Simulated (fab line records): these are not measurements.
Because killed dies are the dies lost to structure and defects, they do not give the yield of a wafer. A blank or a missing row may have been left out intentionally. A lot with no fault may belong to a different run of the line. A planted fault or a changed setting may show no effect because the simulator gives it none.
Matching of chambers / flow sky130 / rie_diel-04 running SKY_VIA1_ETCH_14: 4 sister chambers
The step etches BARC in N2/H2, stops on SiO2, time 45.9 s, target depth 60 nm. 20 wafers are shown with their chamber, then 10 later ones without.

== WAFERS, EACH WITH ITS CHAMBER ==
wafer=L077.2; chamber=1; drypump_motor_current_A (A)=5.5; throttle_valve_pct (%)=13.222; oes_product_au (a.u.)=0.852
wafer=L077.3; chamber=0; drypump_motor_current_A (A)=5.6; throttle_valve_pct (%)=13.222; oes_product_au (a.u.)=0.865
wafer=L077.6; chamber=3; drypump_motor_current_A (A)=6.7; throttle_valve_pct (%)=13.214; oes_product_au (a.u.)=0.852
wafer=L079.1; chamber=0; drypump_motor_current_A (A)=5.6; throttle_valve_pct (%)=13.216; oes_product_au (a.u.)=0.860
wafer=L079.3; chamber=3; drypump_motor_current_A (A)=6.7; throttle_valve_pct (%)=13.225; oes_product_au (a.u.)=0.855
wafer=L079.5; chamber=1; drypump_motor_current_A (A)=5.5; throttle_valve_pct (%)=13.228; oes_product_au (a.u.)=0.854
wafer=L082.4; chamber=2; drypump_motor_current_A (A)=5.6; throttle_valve_pct (%)=13.230; oes_product_au (a.u.)=0.857
wafer=L082.5; chamber=3; drypump_motor_current_A (A)=6.7; throttle_valve_pct (%)=13.209; oes_product_au (a.u.)=0.861
wafer=L082.6; chamber=2; drypump_motor_current_A (A)=5.6; throttle_valve_pct (%)=13.228; oes_product_au (a.u.)=0.862
wafer=L085.1; chamber=1; drypump_motor_current_A (A)=5.5; throttle_valve_pct (%)=13.226; oes_product_au (a.u.)=0.858
wafer=L085.2; chamber=2; drypump_motor_current_A (A)=5.6; throttle_valve_pct (%)=13.236; oes_product_au (a.u.)=0.858
wafer=L085.3; chamber=0; drypump_motor_current_A (A)=5.6; throttle_valve_pct (%)=13.226; oes_product_au (a.u.)=0.853
wafer=L086.1; chamber=2; drypump_motor_current_A (A)=5.6; throttle_valve_pct (%)=13.232; oes_product_au (a.u.)=0.844
wafer=L086.4; chamber=0; drypump_motor_current_A (A)=5.6; throttle_valve_pct (%)=13.216; oes_product_au (a.u.)=0.863
wafer=L086.6; chamber=3; drypump_motor_current_A (A)=6.7; throttle_valve_pct (%)=13.244; oes_product_au (a.u.)=0.858
wafer=L089.2; chamber=3; drypump_motor_current_A (A)=6.6; throttle_valve_pct (%)=13.212; oes_product_au (a.u.)=0.852
wafer=L089.3; chamber=1; drypump_motor_current_A (A)=5.5; throttle_valve_pct (%)=13.236; oes_product_au (a.u.)=0.860
wafer=L089.6; chamber=3; drypump_motor_current_A (A)=6.7; throttle_valve_pct (%)=13.215; oes_product_au (a.u.)=0.854
wafer=L092.2; chamber=3; drypump_motor_current_A (A)=6.6; throttle_valve_pct (%)=13.229; oes_product_au (a.u.)=0.849
wafer=L092.4; chamber=1; drypump_motor_current_A (A)=5.5; throttle_valve_pct (%)=13.223; oes_product_au (a.u.)=0.860

SIGNATURES, as means of the wafers listed above
reading=drypump_motor_current_A; chamber 0=5.600; chamber 1=5.500; chamber 2=5.600; chamber 3=6.671; scatter within a chamber=0.0299
reading=throttle_valve_pct; chamber 0=13.22000; chamber 1=13.22700; chamber 2=13.23150; chamber 3=13.22114; scatter within a chamber=0.00848
reading=oes_product_au; chamber 0=0.86025; chamber 1=0.85680; chamber 2=0.85525; chamber 3=0.85443; scatter within a chamber=0.0051
Rule: a wafer lies at a distance from a chamber equal to the root of the sum of squares, over the readings, of (its reading less the chamber's mean, divided by the reading's scatter). The wafer belongs to the nearest chamber; if the next one is less than 2 further off, it can't be placed. The scatter: take each reading less its chamber's mean, square it, sum over the shown wafers, divide by the number of wafers less the number of chambers, and take the root.

== WAFERS WHOSE CHAMBER IS MISSING ==
wafer=L092.6; drypump_motor_current_A (A)=5.6; throttle_valve_pct (%)=13.207; oes_product_au (a.u.)=0.848
wafer=L093.3; drypump_motor_current_A (A)=5.6; throttle_valve_pct (%)=13.233; oes_product_au (a.u.)=0.843
wafer=L093.4; drypump_motor_current_A (A)=6.6; throttle_valve_pct (%)=13.232; oes_product_au (a.u.)=0.851
wafer=L093.6; drypump_motor_current_A (A)=5.5; throttle_valve_pct (%)=13.224; oes_product_au (a.u.)=0.853
wafer=L095.2; drypump_motor_current_A (A)=5.5; throttle_valve_pct (%)=13.222; oes_product_au (a.u.)=0.856
wafer=L095.3; drypump_motor_current_A (A)=5.6; throttle_valve_pct (%)=13.218; oes_product_au (a.u.)=0.857
wafer=L095.5; drypump_motor_current_A (A)=5.6; throttle_valve_pct (%)=13.229; oes_product_au (a.u.)=0.851
wafer=L096.1; drypump_motor_current_A (A)=5.5; throttle_valve_pct (%)=13.231; oes_product_au (a.u.)=0.864
wafer=L096.3; drypump_motor_current_A (A)=5.6; throttle_valve_pct (%)=13.232; oes_product_au (a.u.)=0.858
wafer=L096.4; drypump_motor_current_A (A)=5.6; throttle_valve_pct (%)=13.217; oes_product_au (a.u.)=0.858

== WHICH CHAMBER EACH ONE RAN IN ==
wafer=L092.6; from the rows above=can't be placed: 0 or 2 or 1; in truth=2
wafer=L093.3; from the rows above=can't be placed: 2 or 0 or 1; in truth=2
wafer=L093.4; from the rows above=3; in truth=3
wafer=L093.6; from the rows above=1; in truth=1
wafer=L095.2; from the rows above=1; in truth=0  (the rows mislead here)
wafer=L095.3; from the rows above=can't be placed: 0 or 2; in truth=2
wafer=L095.5; from the rows above=can't be placed: 2 or 0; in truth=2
wafer=L096.1; from the rows above=1; in truth=1
wafer=L096.3; from the rows above=can't be placed: 2 or 0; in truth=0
wafer=L096.4; from the rows above=can't be placed: 0 or 2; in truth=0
3 of 10 placed correctly. Unplaceable from these rows: 6, with the true chamber sitting among the candidates in 6. Number placed wrongly: 1.
